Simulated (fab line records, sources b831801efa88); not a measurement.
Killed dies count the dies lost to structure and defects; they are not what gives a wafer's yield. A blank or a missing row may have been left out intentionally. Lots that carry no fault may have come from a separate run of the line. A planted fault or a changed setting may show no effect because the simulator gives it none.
fab line records | flow gf180mcu | part 1 of 2: steps 1 to 27 of 37
record lots=5 | wafers=15 | last_day=32
route steps=602 shown STI@9 DNWELL@32 NWELL@42
lots that met no fault: from a run of the same line without faults
start_h: the number of hours between the record's first day and the start of the first shown wafer of the lot | wait_h: hours since the lot's step before | " same as the row above | L1.1+2: one row covering several wafers at once | - no value, or no start given | * or withheld: withheld | < > ~ a bound
route shown NAME@n: NAME is a module with steps in the file, n the number in the route of the first one | usual: the fault-free wafers' mean and standard deviation | same: alike in all rows | chamber/n: place in a boat | sites: each site's reading | _std_site: the standard deviation of these | _edge_site: inner sites' mean taken away from outer sites' mean | radius_mm: how far each site lies from the wafer's centre | mask NAME#n: copy n | behind: the last tool/chamber to shape the wafer | hold: reason for holding the lot/hours on hold/outcome of the hold | device: the transistor (n, p or np) that didn't switch | end of line: the same wafers' tests at the end of the route | a step with no rows: only its recipe | killed: count of dies lost to structure and defects at first sort (not the wafer's yield) | map: dies across one wafer; x = killed, . = not, _ = none there
set.NAME: the setting that was run; set.NAME@STEP: the one run at that earlier step | model.NAME: the simulator's own value behind a step, which no gauge read
lots seen at some steps along the route; tables by step, rows by wafer
services: when a tool's chamber went out of use (start_h, in hours from the record's first day, below 0 if earlier), for how many hours, and the reason
## steps
# step GF_STI_SOFTBAKE_08
# recipe temp_c=130 | time_s=60 | resist=KrF
# usual heater_power_total_W=93.05/0.062
lot.wafer | tool           | chamber | start_h | wait_h | heater_power_total_W
L074.2    | litho_track-02 | 0       | 19.11   | 0.1    | 93.08
L074.3    | "              | 0       | "       | "      | 93.09
L074.5    | "              | 0       | "       | "      | 93.05
L076.2    | litho_track-01 | 0       | 29.67   | 0.1    | 93.02
L076.3    | "              | 0       | "       | "      | 93.02
L076.4    | "              | 0       | "       | "      | 93.11
L084.2    | litho_track-04 | 0       | 69.60   | 0.1    | 93.04
L084.5    | "              | 0       | "       | "      | 93.06
L084.6    | "              | 0       | "       | "      | 93.06
L086.3    | litho_track-04 | 0       | 82.18   | 0.1    | 93.14
L086.4    | "              | 0       | "       | "      | 93.00
L086.6    | "              | 0       | "       | "      | 93.04
L089.2    | litho_track-01 | 0       | 96.46   | 0.1    | 93.07
L089.3    | "              | 0       | "       | "      | 93.02
L089.6    | "              | 0       | "       | "      | 93.08
# step GF_STI_EXPOSE_09
# recipe mask_id=COMP | target_cd_nm=220 | na=0.68 | source_shape=conventional | sigma_outer=0.6 | dose_mj=27.33
# usual exposure_dose_mJ_cm2=27.987/0.025
lot.wafer | tool           | chamber | start_h | wait_h | mask   | exposure_dose_mJ_cm2
L074.2    | krf_scanner-01 | 0       | -       | -      | COMP#0 | 28.009
L074.3    | "              | 0       | "       | "      | COMP#0 | 27.981
L074.5    | "              | 0       | "       | "      | COMP#0 | 27.968
L076.2    | krf_scanner-01 | 0       | -       | -      | COMP#0 | 28.004
L076.3    | "              | 0       | "       | "      | COMP#0 | 28.045
L076.4    | "              | 0       | "       | "      | COMP#0 | 27.992
L084.2    | krf_scanner-02 | 0       | -       | -      | COMP#0 | 28.011
L084.5    | "              | 0       | "       | "      | COMP#0 | 27.986
L084.6    | "              | 0       | "       | "      | COMP#0 | 27.981
L086.3    | krf_scanner-01 | 0       | -       | -      | COMP#0 | 27.998
L086.4    | "              | 0       | "       | "      | COMP#0 | 28.020
L086.6    | "              | 0       | "       | "      | COMP#0 | 28.005
L089.2    | krf_scanner-01 | 0       | -       | -      | COMP#0 | 27.987
L089.3    | "              | 0       | "       | "      | COMP#0 | 27.976
L089.6    | "              | 0       | "       | "      | COMP#0 | 27.957
# step GF_STI_PEB_10
# recipe peb_temp_c=135 | peb_time_s=90 | resist=KrF
# usual heater_power_total_W=85.71/0.084
lot.wafer | tool           | chamber | start_h | wait_h | heater_power_total_W
L074.2    | litho_track-02 | 0       | -       | -      | 85.56
L074.3    | "              | 0       | "       | "      | 85.61
L074.5    | "              | 0       | "       | "      | 85.85
L076.2    | litho_track-04 | 0       | -       | -      | 85.79
L076.3    | "              | 0       | "       | "      | 85.75
L076.4    | "              | 0       | "       | "      | 85.55
L084.2    | litho_track-02 | 0       | -       | -      | 85.83
L084.5    | "              | 0       | "       | "      | 85.79
L084.6    | "              | 0       | "       | "      | 85.66
L086.3    | litho_track-04 | 0       | -       | -      | 85.53
L086.4    | "              | 0       | "       | "      | 85.75
L086.6    | "              | 0       | "       | "      | 85.60
L089.2    | litho_track-02 | 0       | -       | -      | 85.62
L089.3    | "              | 0       | "       | "      | 85.72
L089.6    | "              | 0       | "       | "      | 85.69
# step GF_STI_DEVELOP_11
# recipe develop_time_s=60 | dev_temp_c=21
lot.wafer  | tool           | chamber | start_h | wait_h
L074.2+3+5 | litho_track-02 | 0       | 24.96   | 0.2
L076.2+3+4 | litho_track-04 | 0       | 35.90   | 0.2
L084.2+5+6 | litho_track-02 | 0       | 76.06   | 0.2
L086.3+4+6 | litho_track-04 | 0       | 89.08   | 0.1
L089.2+3+6 | litho_track-02 | 0       | 103.21  | 0.2
# step GF_STI_CD_MEAS_12
# recipe target_cd_nm=220
# usual cd_nm=219.7/1.1
lot.wafer | tool      | chamber | start_h | wait_h | cd_nm
L074.2    | cd_sem-02 | -       | 25.11   | 0.1    | 219.6
L074.3    | "         | -       | "       | "      | 218.9
L074.5    | "         | -       | "       | "      | 219.5
L076.2    | cd_sem-02 | -       | 36.05   | 0.1    | 219.9
L076.3    | "         | -       | "       | "      | 220.4
L076.4    | "         | -       | "       | "      | 219.6
L084.2    | cd_sem-01 | -       | 76.21   | 0.1    | 218.8
L084.5    | "         | -       | "       | "      | 218.4
L084.6    | "         | -       | "       | "      | 217.9
L086.3    | cd_sem-02 | -       | 89.22   | 0.1    | 219.7
L086.4    | "         | -       | "       | "      | 220.9
L086.6    | "         | -       | "       | "      | 219.3
L089.2    | cd_sem-01 | -       | 103.35  | 0.1    | 219.6
L089.3    | "         | -       | "       | "      | 219.7
L089.6    | "         | -       | "       | "      | 218.5
# step GF_STI_ETCH_13
# recipe chemistry=CHF3/O2 | stop_on=Si | over_etch_frac=0.3 | target_depth_a=2823.1 | source_w=600 | bias_w=200 | pressure_mtorr=40 | chf3_flow_sccm=50 | O2_flow_sccm=5 | time_s=112.9
# usual drypump_motor_current_A=5.7/0.39 | oes_product_au=0.831/0.0057 | throttle_valve_pct=8.810/0.0086
lot.wafer | tool        | chamber | start_h | wait_h | drypump_motor_current_A | oes_product_au | rf_hours_counter_h | throttle_valve_pct
L074.2    | rie_diel-01 | 1       | 25.21   | 0.1    | 5.9                     | 0.830          | 130                | 8.823
L074.3    | "           | 2       | "       | "      | 5.4                     | 0.831          | 6                  | 8.807
L074.5    | "           | 2       | "       | "      | 5.4                     | 0.833          | -                  | 8.815
L076.2    | rie_diel-03 | 1       | 36.15   | 0.1    | 5.9                     | 0.833          | 5                  | 8.807
L076.3    | "           | 3       | "       | "      | 5.9                     | 0.840          | 111                | 8.805
L076.4    | "           | 0       | "       | "      | 5.1                     | 0.837          | 61                 | 8.807
L084.2    | rie_diel-04 | 3       | 76.31   | 0.1    | 5.9                     | 0.836          | 127                | 8.810
L084.5    | "           | 2       | "       | "      | 5.4                     | 0.839          | -                  | 8.826
L084.6    | "           | 3       | "       | "      | 5.9                     | 0.837          | -                  | 8.824
L086.3    | rie_diel-01 | 1       | 89.30   | 0.1    | 5.9                     | 0.838          | 132                | 8.823
L086.4    | "           | 2       | "       | "      | 5.4                     | 0.828          | 7                  | 8.805
L086.6    | "           | 2       | "       | "      | 5.4                     | 0.828          | -                  | 8.813
L089.2    | rie_diel-01 | 1       | 103.45  | 0.1    | 5.9                     | 0.833          | 133                | 8.815
L089.3    | "           | 3       | "       | "      | 5.7                     | 0.831          | 50                 | 8.813
L089.6    | "           | 1       | "       | "      | 5.9                     | 0.823          | -                  | 8.808
# step GF_STI_ETCH_14
# recipe target=Si | chemistry=HBr/Cl2/O2 | target_depth_nm=360 | icp_w=600 | bias_w=150 | pressure_mtorr=15 | HBr_flow_sccm=150 | Cl2_flow_sccm=40 | O2_flow_sccm=6 | time_s=102.9
# usual drypump_motor_current_A=5.71/0.3 | oes_product_au=1.002/0.018 | throttle_valve_pct=25.655/0.014
lot.wafer | tool      | chamber | start_h | wait_h | drypump_motor_current_A | oes_product_au | rf_hours_counter_h | throttle_valve_pct
L074.2    | rie_si-02 | 2       | 25.29   | 0.0    | 6.06                    | 1.026          | 51                 | 25.636
L074.3    | "         | 0       | "       | "      | 5.88                    | 1.010          | 158                | 25.630
L074.5    | "         | 0       | "       | "      | 5.88                    | 1.010          | -                  | 25.641
L076.2    | rie_si-02 | 3       | 36.23   | 0.0    | 5.60                    | 1.021          | 3                  | 25.629
L076.3    | "         | 1       | "       | "      | 5.34                    | 1.001          | 15                 | 25.658
L076.4    | "         | 2       | "       | "      | 6.04                    | 1.020          | 51                 | 25.643
L084.2    | rie_si-01 | 2       | 76.38   | 0.0    | 5.36                    | 0.987          | 48                 | 25.652
L084.5    | "         | 0       | "       | "      | 5.64                    | 0.983          | -                  | 25.674
L084.6    | "         | 2       | "       | "      | 5.35                    | 0.987          | -                  | 25.677
L086.3    | rie_si-01 | 2       | 89.38   | 0.0    | 5.36                    | 0.966          | 48                 | 25.689
L086.4    | "         | 0       | "       | "      | 5.68                    | 0.968          | -                  | 25.665
L086.6    | "         | 2       | "       | "      | 5.35                    | 0.970          | -                  | 25.675
L089.2    | rie_si-02 | 2       | 103.53  | 0.0    | 6.03                    | 1.023          | 52                 | 25.661
L089.3    | "         | 1       | "       | "      | 5.35                    | 1.006          | 16                 | 25.649
L089.6    | "         | 1       | "       | "      | 5.34                    | 1.009          | -                  | 25.667
# step GF_STI_STRIP_15
# recipe chemistry=O2/N2 | power_w=1400 | pressure_mtorr=1500 | platen_temp_c=250 | o2_flow_sccm=3000 | n2_flow_sccm=300 | overash_fraction=0.5
# usual drypump_motor_current_A=5.5/0.36 | heater_power_w=313/31 | oes_product_au=0.385/0.0051 | platen_temp_c=249.97/0.18 | strip_time_to_endpoint_s=3.75/0.057
lot.wafer | tool            | chamber | start_h | wait_h | drypump_motor_current_A | heater_power_w | oes_product_au | platen_temp_c | rf_hours_counter_h | strip_time_to_endpoint_s
L074.2    | plasma_asher-03 | 1       | 25.36   | 0.0    | 5.4                     | 240            | 0.381          | 250.26        | 32                 | 3.72
L074.3    | "               | 1       | "       | "      | 5.4                     | 243            | 0.382          | 250.25        | -                  | 3.73
L074.5    | "               | 0       | "       | "      | 6.1                     | 331            | 0.383          | 250.29        | -                  | 3.71
L076.2    | plasma_asher-04 | 1       | 36.30   | 0.0    | 5.8                     | 342            | 0.391          | 249.84        | 40                 | 3.67
L076.3    | "               | 1       | "       | "      | 5.8                     | 343            | 0.390          | 249.98        | -                  | 3.78
L076.4    | "               | 0       | "       | "      | 5.5                     | 315            | 0.387          | 250.30        | -                  | 3.73
L084.2    | plasma_asher-04 | 0       | 76.46   | 0.0    | 5.5                     | 320            | 0.390          | 250.04        | 44                 | 3.86
L084.5    | "               | 0       | "       | "      | 5.5                     | 326            | 0.378          | 250.16        | -                  | 3.76
L084.6    | "               | 1       | "       | "      | 5.8                     | 341            | 0.391          | 250.27        | -                  | 3.86
L086.3    | plasma_asher-01 | 0       | 89.48   | 0.1    | 5.3                     | 301            | 0.393          | 249.70        | -                  | 3.85
L086.4    | "               | 1       | "       | "      | 4.8                     | 315            | 0.397          | 250.13        | -                  | 3.83
L086.6    | "               | 0       | "       | "      | 5.3                     | 291            | 0.399          | 249.73        | -                  | 3.81
L089.2    | plasma_asher-03 | 1       | 103.61  | 0.0    | 5.4                     | 245            | 0.373          | 249.96        | 40                 | 3.69
L089.3    | "               | 0       | "       | "      | 6.1                     | 331            | 0.378          | 249.99        | -                  | 3.75
L089.6    | "               | 0       | "       | "      | 6.1                     | 342            | 0.380          | 249.68        | -                  | 3.73
# step GF_STI_CLEAN_16
# recipe chemistry=dHF | time_s=25 | dilution=100:1
lot.wafer  | tool         | chamber | start_h | wait_h
L074.2+3+5 | wet_bench-03 | 0       | 25.46   | 0.1
L076.2+3+4 | wet_bench-02 | 2       | 36.40   | 0.1
L084.2+5+6 | wet_bench-03 | 0       | 76.56   | 0.1
L086.3+4+6 | wet_bench-02 | 0       | 89.55   | 0.0
L089.2+3+6 | wet_bench-04 | 3       | 103.71  | 0.1
# step GF_STI_WET_ETCH_17
# recipe chemistry=H3PO4 | target_depth_nm=45 | temp_c=160 | target=Si3N4 | time_s=514
# usual bath_heat_duty_pct=27.1/2.7
lot.wafer | tool         | chamber | start_h | wait_h | bath_heat_duty_pct
L074.2    | wet_bench-02 | 1       | 25.47   | 0.0    | 25.8
L074.3    | "            | 1       | "       | "      | 24.7
L074.5    | "            | 1       | "       | "      | 25.9
L076.2    | wet_bench-04 | 0       | 36.42   | 0.0    | 25.1
L076.3    | "            | 0       | "       | "      | 23.3
L076.4    | "            | 0       | "       | "      | 23.9
L084.2    | wet_bench-02 | 2       | 76.57   | 0.0    | 29.7
L084.5    | "            | 2       | "       | "      | 30.3
L084.6    | "            | 2       | "       | "      | 30.5
L086.3    | wet_bench-03 | 2       | 89.57   | 0.0    | 22.9
L086.4    | "            | 2       | "       | "      | 23.0
L086.6    | "            | 2       | "       | "      | 22.4
L089.2    | wet_bench-03 | 1       | 103.72  | 0.0    | 24.6
L089.3    | "            | 1       | "       | "      | 27.0
L089.6    | "            | 1       | "       | "      | 26.2
# step GF_STI_CLEAN_18
# recipe chemistry=SC1/SC2 | mix=1:4:20 | temp_c=70 | time_s=150
# usual bath_heat_duty_pct=14.0/1.5
lot.wafer | tool         | chamber | start_h | wait_h | bath_heat_duty_pct
L074.2    | wet_bench-03 | 2       | 25.65   | 0.0    | 11.9
L074.3    | "            | 2       | "       | "      | 12.1
L074.5    | "            | 2       | "       | "      | 10.7
L076.2    | wet_bench-04 | 2       | 36.57   | 0.0    | 14.0
L076.3    | "            | 2       | "       | "      | 12.8
L076.4    | "            | 2       | "       | "      | 14.9
L084.2    | wet_bench-04 | 0       | 76.74   | 0.0    | 12.8
L084.5    | "            | 0       | "       | "      | 10.8
L084.6    | "            | 0       | "       | "      | 12.9
L086.3    | wet_bench-04 | 3       | 89.72   | 0.0    | 15.0
L086.4    | "            | 3       | "       | "      | 15.0
L086.6    | "            | 3       | "       | "      | 15.2
L089.2    | wet_bench-02 | 3       | 103.87  | 0.0    | 15.4
L089.3    | "            | 3       | "       | "      | 14.6
L089.6    | "            | 3       | "       | "      | 15.0
# step GF_STI_CLEAN_19
# recipe chemistry=dHF | time_s=20 | dilution=100:1
lot.wafer  | tool         | chamber | start_h | wait_h
L074.2+3+5 | wet_bench-04 | 1       | 25.70   | 0.0
L076.2+3+4 | wet_bench-04 | 0       | 36.62   | 0.0
L084.2+5+6 | wet_bench-02 | 0       | 76.79   | 0.0
L086.3+4+6 | wet_bench-02 | 3       | 89.77   | 0.0
L089.2+3+6 | wet_bench-04 | 1       | 103.93  | 0.0
# step GF_STI_WET_ETCH_20
# recipe chemistry=dHF | dilution=100:1 | target_depth_nm=20 | temp_c=25 | dry=ipa_marangoni | target=SiO2 | time_s=400
# usual bath_heat_duty_pct=6.3/0.75
lot.wafer | tool         | chamber | start_h | wait_h | bath_heat_duty_pct
L074.2    | wet_bench-02 | 2       | 25.72   | 0.0    | 6.8
L074.3    | "            | 2       | "       | "      | 7.3
L074.5    | "            | 2       | "       | "      | 7.3
L076.2    | wet_bench-02 | 1       | 36.64   | 0.0    | 5.0
L076.3    | "            | 1       | "       | "      | 5.8
L076.4    | "            | 1       | "       | "      | 5.6
L084.2    | wet_bench-04 | 0       | 76.80   | 0.0    | 5.8
L084.5    | "            | 0       | "       | "      | 5.3
L084.6    | "            | 0       | "       | "      | 5.5
L086.3    | wet_bench-03 | 3       | 89.78   | 0.0    | 6.7
L086.4    | "            | 3       | "       | "      | 7.4
L086.6    | "            | 3       | "       | "      | 6.0
L089.2    | wet_bench-03 | 1       | 103.94  | 0.0    | 6.8
L089.3    | "            | 1       | "       | "      | 5.9
L089.6    | "            | 1       | "       | "      | 6.2
# step GF_STI_OXIDATION_21
# recipe temp_c=1000 | ambient=O2 | stabilise_s=600 | purge_s=300 | target_thk_a=150 | ox_time_s=458
# same ox_time_s=458
lot.wafer  | tool       | chamber | start_h | wait_h
L074.2+3+5 | furnace-02 | 0       | 28.14   | 2.3
L076.2+3+4 | furnace-02 | 0       | 37.00   | 0.2
L084.2+5+6 | furnace-02 | 0       | 77.54   | 0.6
L086.3+4+6 | furnace-02 | 0       | 89.90   | 0.0
L089.2+3+6 | furnace-01 | 0       | 107.99  | 3.9
# step GF_STI_THK_MEAS_22
# recipe reads=SiO2_of_STI_OXIDATION_21
# usual STI_OXIDATION_01_THK=14.9/0.34
lot.wafer | tool          | chamber | start_h | wait_h | STI_OXIDATION_01_THK[nm]
L074.2    | film_metro-01 | -       | 29.28   | 0.0    | 14.5
L074.3    | "             | -       | "       | "      | 14.5
L074.5    | "             | -       | "       | "      | 14.9
L076.2    | film_metro-03 | -       | 38.14   | 0.0    | 14.5
L076.3    | "             | -       | "       | "      | 14.3
L076.4    | "             | -       | "       | "      | 14.5
L084.2    | film_metro-01 | -       | 78.68   | 0.0    | 14.9
L084.5    | "             | -       | "       | "      | 14.8
L084.6    | "             | -       | "       | "      | 14.8
L086.3    | film_metro-02 | -       | 91.05   | 0.0    | 15.0
L086.4    | "             | -       | "       | "      | 15.0
L086.6    | "             | -       | "       | "      | 15.2
L089.2    | film_metro-03 | -       | 109.13  | 0.0    | 15.0
L089.3    | "             | -       | "       | "      | 14.9
L089.6    | "             | -       | "       | "      | 15.2
# step GF_STI_CVD_23
# recipe material=SiO2 | target_thk_nm=650 | sigma_open_frac=0.3 | time_s=108.3 | temp_c=600 | sih4_flow_sccm=60 | pressure_mtorr=6
lot.wafer  | tool      | chamber | start_h | wait_h
L074.2+3+5 | hdpcvd-01 | 2,0,1   | 29.33   | 0.0
L076.2+3+4 | hdpcvd-01 | 1,2,2   | 38.19   | 0.0
L084.2+5+6 | hdpcvd-01 | 2,2,0   | 78.73   | 0.0
L086.3+4+6 | hdpcvd-02 | 0,2,1   | 91.09   | 0.0
L089.2+3+6 | hdpcvd-01 | 0,1,1   | 109.18  | 0.0
# step GF_STI_THK_MEAS_24
# recipe reads=SiO2_of_STI_CVD_23
# usual STI_CVD_23_THK=650/7.2
lot.wafer | tool          | chamber | start_h | wait_h | STI_CVD_23_THK[nm]
L074.2    | film_metro-02 | -       | 29.41   | 0.0    | 658
L074.3    | "             | -       | "       | "      | 646
L074.5    | "             | -       | "       | "      | 641
L076.2    | film_metro-01 | -       | 38.27   | 0.0    | 644
L076.3    | "             | -       | "       | "      | 647
L076.4    | "             | -       | "       | "      | 645
L084.2    | film_metro-01 | -       | 78.81   | 0.0    | 663
L084.5    | "             | -       | "       | "      | 655
L084.6    | "             | -       | "       | "      | 660
L086.3    | film_metro-03 | -       | 91.19   | 0.1    | 645
L086.4    | "             | -       | "       | "      | 642
L086.6    | "             | -       | "       | "      | 641
L089.2    | film_metro-02 | -       | 109.27  | 0.0    | 648
L089.3    | "             | -       | "       | "      | 639
L089.6    | "             | -       | "       | "      | 645
# step GF_STI_CMP_25
# recipe stop_on=Si3N4 | t_overpolish_s=30.48 | down_force_psi=4 | platen_rpm=60 | target_thk_nm=524.6 | pad_velocity_m_s=0.94248
# usual motor_current_A=12.3/1.1 | overpolish_run_s=30.481/0.009 | retaining_ring_pressure_frac=1.000/0.0052 | time_to_endpoint_s=125/6.1
lot.wafer | tool   | chamber | start_h | wait_h | motor_current_A | overpolish_run_s | retaining_ring_pressure_frac | time_to_endpoint_s
L074.3    | cmp-01 | 3       | 29.51   | 0.1    | 10.3            | 30.476           | 0.996                        | 134
L074.2    | "      | 1       | "       | "      | 10.4            | 30.491           | 1.001                        | 129
L074.5    | "      | 2       | "       | "      | 11.9            | 30.478           | 0.997                        | 125
L076.3    | cmp-01 | 3       | 38.32   | 0.0    | 10.9            | 30.483           | 1.002                        | 130
L076.2    | "      | 0       | "       | "      | 13.4            | 30.475           | 0.995                        | 127
L076.4    | "      | 2       | "       | "      | 12.6            | 30.468           | 1.001                        | 124
L084.2    | cmp-02 | 0       | 78.96   | 0.1    | 12.8            | 30.466           | 0.995                        | 130
L084.5    | "      | 2       | "       | "      | 13.5            | 30.468           | 1.003                        | 125
L084.6    | "      | 3       | "       | "      | 11.6            | 30.480           | 0.995                        | 134
L086.3    | cmp-01 | 0       | 91.33   | 0.1    | 13.4            | 30.490           | 1.001                        | 113
L086.4    | "      | 1       | "       | "      | 9.4             | 30.492           | 0.995                        | 115
L086.6    | "      | 3       | "       | "      | 11.1            | 30.475           | 0.991                        | 120
L089.2    | cmp-01 | 0       | 109.39  | 0.1    | 13.0            | 30.474           | 0.992                        | 115
L089.3    | "      | 2       | "       | "      | 12.0            | 30.467           | 0.999                        | 118
L089.6    | "      | 0       | "       | "      | 13.5            | 30.478           | 0.997                        | 117
# step GF_STI_WET_ETCH_26
# recipe chemistry=dHF | target_depth_nm=94 | target=SiO2 | temp_c=25 | dilution=10:1 | time_s=188
# usual bath_heat_duty_pct=6.2/0.72
lot.wafer | tool         | chamber | start_h | wait_h | bath_heat_duty_pct
L074.2    | wet_bench-03 | 3       | 29.76   | 0.1    | 6.4
L074.3    | "            | 3       | "       | "      | 6.1
L074.5    | "            | 3       | "       | "      | 6.1
L076.2    | wet_bench-03 | 0       | 38.62   | 0.2    | 6.4
L076.3    | "            | 0       | "       | "      | 7.1
L076.4    | "            | 0       | "       | "      | 6.3
L084.2    | wet_bench-04 | 2       | 79.16   | 0.1    | 6.6
L084.5    | "            | 2       | "       | "      | 6.7
L084.6    | "            | 2       | "       | "      | 6.1
L086.3    | wet_bench-03 | 3       | 91.53   | 0.1    | 6.1
L086.4    | "            | 3       | "       | "      | 6.0
L086.6    | "            | 3       | "       | "      | 6.7
L089.2    | wet_bench-02 | 1       | 109.69  | 0.2    | 5.1
L089.3    | "            | 1       | "       | "      | 6.2
L089.6    | "            | 1       | "       | "      | 5.6
# step GF_STI_WET_ETCH_27
# recipe chemistry=H3PO4 | target_depth_nm=160 | target=Si3N4 | temp_c=160 | time_s=1825
# usual bath_heat_duty_pct=27.3/2.7
lot.wafer | tool         | chamber | start_h | wait_h | bath_heat_duty_pct
L074.2    | wet_bench-02 | 1       | 29.83   | 0.0    | 24.2
L074.3    | "            | 1       | "       | "      | 24.9
L074.5    | "            | 1       | "       | "      | 24.3
L076.2    | wet_bench-04 | 1       | 38.69   | 0.0    | 26.7
L076.3    | "            | 1       | "       | "      | 27.8
L076.4    | "            | 1       | "       | "      | 27.7
L084.2    | wet_bench-03 | 0       | 79.22   | 0.0    | 28.5
L084.5    | "            | 0       | "       | "      | 29.9
L084.6    | "            | 0       | "       | "      | 28.0
L086.3    | wet_bench-04 | 2       | 91.59   | 0.0    | 27.4
L086.4    | "            | 2       | "       | "      | 28.9
L086.6    | "            | 2       | "       | "      | 29.1
L089.2    | wet_bench-03 | 3       | 109.76  | 0.0    | 28.1
L089.3    | "            | 3       | "       | "      | 27.7
L089.6    | "            | 3       | "       | "      | 26.4
# step GF_STI_WET_ETCH_28
# recipe chemistry=dHF | target_depth_nm=20 | dry=ipa_marangoni | target=SiO2 | temp_c=25 | dilution=10:1 | time_s=40
# usual bath_heat_duty_pct=6.2/0.77
lot.wafer | tool         | chamber | start_h | wait_h | bath_heat_duty_pct
L074.2    | wet_bench-04 | 1       | 30.50   | 0.0    | 6.4
L074.3    | "            | 1       | "       | "      | 6.6
L074.5    | "            | 1       | "       | "      | 6.4
L076.2    | wet_bench-04 | 3       | 39.20   | 0.0    | 6.4
L076.3    | "            | 3       | "       | "      | 7.9
L076.4    | "            | 3       | "       | "      | 6.4
L084.2    | wet_bench-02 | 3       | 79.74   | 0.0    | 6.9
L084.5    | "            | 3       | "       | "      | 7.7
L084.6    | "            | 3       | "       | "      | 7.5
L086.3    | wet_bench-02 | 1       | 92.10   | 0.0    | 6.9
L086.4    | "            | 1       | "       | "      | 6.3
L086.6    | "            | 1       | "       | "      | 5.1
L089.2    | wet_bench-04 | 0       | 110.27  | 0.0    | 6.0
L089.3    | "            | 0       | "       | "      | 5.8
L089.6    | "            | 0       | "       | "      | 6.1
# step GF_STI_OXIDATION_29
# recipe temp_c=900 | ambient=O2 | stabilise_s=600 | purge_s=300 | target_thk_a=100 | ox_time_s=1418
# same ox_time_s=1418
lot.wafer  | tool       | chamber | start_h | wait_h
L074.2+3+5 | furnace-02 | 0       | 30.82   | 0.3
L076.2+3+4 | furnace-02 | 0       | 39.22   | 0.0
L084.2+5+6 | furnace-02 | 0       | 79.92   | 0.2
L086.3+4+6 | furnace-02 | 0       | 93.87   | 1.7
L089.2+3+6 | furnace-02 | 0       | 112.77  | 2.5
# step GF_STI_THK_MEAS_30
# recipe reads=SiO2_of_STI_OXIDATION_29
# usual STI_OXIDATION_02_THK=9.92/0.2
lot.wafer | tool          | chamber | start_h | wait_h | STI_OXIDATION_02_THK[nm]
L074.2    | film_metro-03 | -       | 32.22   | 0.0    | 9.75
L074.3    | "             | -       | "       | "      | 9.68
L074.5    | "             | -       | "       | "      | 9.71
L076.2    | film_metro-02 | -       | 40.62   | 0.0    | 9.95
L076.3    | "             | -       | "       | "      | 9.67
L076.4    | "             | -       | "       | "      | 9.85
L084.2    | film_metro-01 | -       | 81.32   | 0.0    | 9.87
L084.5    | "             | -       | "       | "      | 9.84
L084.6    | "             | -       | "       | "      | 9.95
L086.3    | film_metro-01 | -       | 95.28   | 0.0    | 9.95
L086.4    | "             | -       | "       | "      | 9.87
L086.6    | "             | -       | "       | "      | 9.93
L089.2    | film_metro-01 | -       | 114.18  | 0.0    | 10.04
L089.3    | "             | -       | "       | "      | 10.10
L089.6    | "             | -       | "       | "      | 10.19
# step GF_DNWELL_DEHYDRATE_00
# recipe temp_c=200 | time_s=60
# usual heater_power_total_W=160.36/0.13
lot.wafer | tool           | chamber | start_h | wait_h | heater_power_total_W
L074.2    | litho_track-03 | 0       | 37.54   | 5.3    | 160.34
L074.3    | "              | 0       | "       | "      | 160.26
L074.5    | "              | 0       | "       | "      | 160.33
L076.2    | litho_track-04 | 0       | 46.40   | 5.8    | 160.34
L076.3    | "              | 0       | "       | "      | 160.56
L076.4    | "              | 0       | "       | "      | 160.60
L084.2    | litho_track-03 | 0       | 87.19   | 5.9    | 160.55
L084.5    | "              | 0       | "       | "      | 160.47
L084.6    | "              | 0       | "       | "      | 160.40
L086.3    | litho_track-04 | 0       | 101.48  | 6.2    | 160.40
L086.4    | "              | 0       | "       | "      | 160.36
L086.6    | "              | 0       | "       | "      | 160.54
L089.2    | litho_track-02 | 0       | 120.41  | 6.2    | 160.28
L089.3    | "              | 0       | "       | "      | 160.50
L089.6    | "              | 0       | "       | "      | 160.14
# step GF_DNWELL_HMDS_01
# recipe prime_time_s=60 | prime_temp_c=120
lot.wafer  | tool           | chamber | start_h | wait_h
L074.2+3+5 | litho_track-03 | 0       | 37.69   | 0.1
L076.2+3+4 | litho_track-04 | 0       | 46.55   | 0.1
L084.2+5+6 | litho_track-03 | 0       | 87.34   | 0.1
L086.3+4+6 | litho_track-04 | 0       | 101.63  | 0.1
L089.2+3+6 | litho_track-02 | 0       | 120.56  | 0.1
# step GF_DNWELL_COAT_02
# recipe spin_rpm=2000 | resist_thk_nm=3000
lot.wafer  | tool           | chamber | start_h | wait_h
L074.2+3+5 | litho_track-03 | 0       | 37.84   | 0.1
L076.2+3+4 | litho_track-04 | 0       | 46.70   | 0.1
L084.2+5+6 | litho_track-03 | 0       | 87.49   | 0.1
L086.3+4+6 | litho_track-04 | 0       | 101.78  | 0.1
L089.2+3+6 | litho_track-02 | 0       | 120.71  | 0.1
# step GF_DNWELL_SOFTBAKE_03
# recipe temp_c=110 | time_s=withheld
# usual heater_power_total_W=65.32/0.13
lot.wafer | tool           | chamber | start_h | wait_h | heater_power_total_W
L074.2    | litho_track-03 | 0       | 38.00   | 0.1    | 65.44
L074.3    | "              | 0       | "       | "      | 65.21
L074.5    | "              | 0       | "       | "      | 65.19
L076.2    | litho_track-04 | 0       | 46.86   | 0.1    | 65.24
L076.3    | "              | 0       | "       | "      | 65.36
L076.4    | "              | 0       | "       | "      | 65.29
L084.2    | litho_track-03 | 0       | 87.65   | 0.1    | 65.45
L084.5    | "              | 0       | "       | "      | 65.42
L084.6    | "              | 0       | "       | "      | 65.07
L086.3    | litho_track-04 | 0       | 101.94  | 0.1    | 65.16
L086.4    | "              | 0       | "       | "      | 65.28
L086.6    | "              | 0       | "       | "      | 65.27
L089.2    | litho_track-02 | 0       | 120.87  | 0.1    | 65.46
L089.3    | "              | 0       | "       | "      | 65.40
L089.6    | "              | 0       | "       | "      | 65.25
